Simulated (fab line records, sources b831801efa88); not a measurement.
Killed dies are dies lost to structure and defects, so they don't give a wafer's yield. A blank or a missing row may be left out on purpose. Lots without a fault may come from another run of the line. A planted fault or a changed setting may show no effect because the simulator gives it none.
Which tool did it? | flow sfq_line | 15 lots, 43 wafers sampled, at 3 steps of a route of 325

WHAT THE GAUGES READ, wafer by wafer
SFQ_I1_OVL_MEAS_913.
lot  | measured     | on         | I1_OVL (nm)
L640 | day 20 16:33 | overlay-02 | -5 -7 -11
L641 | day 21 00:53 | overlay-02 | -5 -6 -9
L642 | day 21 10:29 | overlay-01 | 0 -2 -2
L643 | day 21 15:17 | overlay-02 | -6 -4 1
L644 | day 21 22:36 | overlay-02 | 7 5 6
L646 | day 26 02:48 | overlay-01 | -3 -1 -8
L647 | day 26 08:55 | overlay-02 | -9 -10 -8
L648 | day 26 19:49 | overlay-01 | -14 0 -2
L649 | day 27 06:38 | overlay-02 | -9 -6 -13
L650 | day 27 09:01 | overlay-01 | -9 -11 -15
L654 | day 28 16:28 | overlay-01 | -1 -10 -5
L657 | day 29 22:02 | overlay-02 | -14 -9
L658 | day 30 02:50 | overlay-02 | -7 -5
L662 | day 31 00:25 | overlay-01 | -3 -1 3
L663 | day 31 02:50 | overlay-01 | -10 -13 -14

WHICH TOOL RAN EACH LOT (tool, then ch and the chambers of the sampled wafers, then the start)
lot  | SFQ_TRILAYER_M0_ETCH_METAL_ETCH_024 | SFQ_TRILAYER_M0_STRIP_STRIP_025
L640 | rie_metal-04 ch 0,1, day 8 11:45    | rie_metal-04 ch 0,1, day 8 11:53
L641 | rie_metal-01 ch 0,1, day 8 15:21    | rie_metal-01 ch 0,1, day 8 15:29
L642 | rie_metal-03 ch 0, day 8 17:45      | rie_metal-03 ch 0, day 8 17:53
L643 | rie_metal-03 ch 0,1, day 8 20:20    | rie_metal-03 ch 0,1, day 8 20:27
L644 | rie_metal-01 ch 0,1, day 9 02:09    | rie_metal-01 ch 0,1, day 9 02:17
L646 | rie_metal-03 ch 0,1, day 9 07:00    | rie_metal-03 ch 0,1, day 9 07:08
L647 | rie_metal-04 ch 0,1, day 9 11:53    | rie_metal-04 ch 0,1, day 9 12:01
L648 | rie_metal-03 ch 0,1, day 9 19:03    | rie_metal-03 ch 0,1, day 9 19:11
L649 | rie_metal-03 ch 0,1, day 9 22:42    | rie_metal-03 ch 0,1, day 9 22:59
L650 | rie_metal-01 ch 0,1, day 9 23:51    | rie_metal-01 ch 0,1, day 9 23:59
L654 | rie_metal-01 ch 0,1, day 11 04:26   | rie_metal-01 ch 0,1, day 11 04:34
L657 | rie_metal-01 ch 1, day 12 08:47     | rie_metal-01 ch 1, day 12 08:55
L658 | rie_metal-01 ch 0, day 12 11:14     | rie_metal-01 ch 0, day 12 11:31
L662 | rie_metal-03 ch 0,1, day 17 10:40   | rie_metal-03 ch 0,1, day 17 10:47
L663 | rie_metal-04 ch 0,1, day 17 14:18   | rie_metal-04 ch 0,1, day 17 14:35
- SFQ_TRILAYER_M0_ETCH_METAL_ETCH_024: etches Nb in Cl2/Ar, stops on SiO2, target depth 240 nm, time 120 s.
- SFQ_TRILAYER_M0_STRIP_STRIP_025: strips in O2.

WHAT THE TOOLS THEMSELVES READ (means of the sampled wafers that have a number; where no wafer has one, the mark that the record gives instead)
SFQ_TRILAYER_M0_ETCH_METAL_ETCH_024.
lot  | tool         | drypump_motor_current_A (A) | oes_product_au (a.u.) | run_length_s (s)
L640 | rie_metal-04 | 5.9                         | 0.885                 | 147.4
L641 | rie_metal-01 | 5.4                         | 0.894                 | 148.1
L642 | rie_metal-03 | 6.0                         | 0.896                 | 148.2
L643 | rie_metal-03 | 5.3                         | 0.889                 | 148.1
L644 | rie_metal-01 | 5.6                         | 0.888                 | 148.0
L646 | rie_metal-03 | 5.3                         | 0.891                 | 148.0
L647 | rie_metal-04 | 5.6                         | 0.894                 | 147.5
L648 | rie_metal-03 | 5.6                         | 0.886                 | 148.3
L649 | rie_metal-03 | 5.6                         | 0.890                 | 148.3
L650 | rie_metal-01 | 5.5                         | 0.888                 | 148.0
L654 | rie_metal-01 | 5.4                         | 0.938                 | 139.3
L657 | rie_metal-01 | 5.7                         | 0.948                 | 134.5
L658 | rie_metal-01 | 5.3                         | 0.951                 | 135.1
L662 | rie_metal-03 | 5.3                         | 0.894                 | 148.1
L663 | rie_metal-04 | 5.6                         | 0.895                 | 147.6

SFQ_TRILAYER_M0_STRIP_STRIP_025.
lot  | tool         | drypump_motor_current_A (A) | oes_product_au (a.u.)
L640 | rie_metal-04 | 5.9                         | 0.994
L641 | rie_metal-01 | 5.4                         | 1.007
L642 | rie_metal-03 | 5.9                         | 0.994
L643 | rie_metal-03 | 5.3                         | 1.005
L644 | rie_metal-01 | 5.6                         | 1.001
L646 | rie_metal-03 | 5.3                         | 1.002
L647 | rie_metal-04 | 5.6                         | 1.005
L648 | rie_metal-03 | 5.6                         | 0.999
L649 | rie_metal-03 | 5.7                         | 1.006
L650 | rie_metal-01 | 5.6                         | 1.000
L654 | rie_metal-01 | 5.4                         | 0.998
L657 | rie_metal-01 | 5.6                         | 0.998
L658 | rie_metal-01 | 5.3                         | 1.004
L662 | rie_metal-03 | 5.3                         | 1.009
L663 | rie_metal-04 | 5.6                         | 0.999

THE ANSWER, worked out from the rows above alone
Rule: what is usual is taken from the lots themselves. Put in order of their means at a reading, lots are off if they are a third of the lots or fewer, leave a main group of 4 or more, and stand apart from it by a gap of 3 or more times the standard deviation of the main group's means; of several such gaps the widest counts. A main group whose means are all the same, to the digits that the tables above print for the reading, isn't used. A lot without any number at a reading at which 4 lots or more have one is off too. The other lots that the step has rows for count as sound. The gauges are gone through in route order, then the tools' own readings, and for those a lot's mean is taken as printed above. The first step at which some lot is off is used, and at that step the reading that is off furthest; a lot without a number counts as furthest.
Off: L654, L657, L658, at SFQ_TRILAYER_M0_ETCH_METAL_ETCH_024 (run_length_s). The main group: mean 148.0 s, standard deviation 0.29.
A tool fits if, at that step or a process step before it, it ran every lot that is off, and no sound lot after the first of them. One fits: rie_metal-01 at SFQ_TRILAYER_M0_ETCH_METAL_ETCH_024. Its last sound lot is L650 (day 9 23:51), its first lot that is off L654 (day 11 04:26): a fault that began between those two fits.
The tool's own readings at SFQ_TRILAYER_M0_ETCH_METAL_ETCH_024 bear it out: on the lots that are off they differ by more than 5 times the standard deviation of the sound lots' means. oes_product_au reads 0.946 a.u. there against 0.891 a.u. on the sound lots; run_length_s reads 136.3 s there against 148.0 s on the sound lots.

WHAT THE SIMULATOR HAD PUT IN
Process parameter drift: rie_metal-01, from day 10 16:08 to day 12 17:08, at SFQ_TRILAYER_M0_ETCH_METAL_ETCH_024. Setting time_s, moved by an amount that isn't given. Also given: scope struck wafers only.
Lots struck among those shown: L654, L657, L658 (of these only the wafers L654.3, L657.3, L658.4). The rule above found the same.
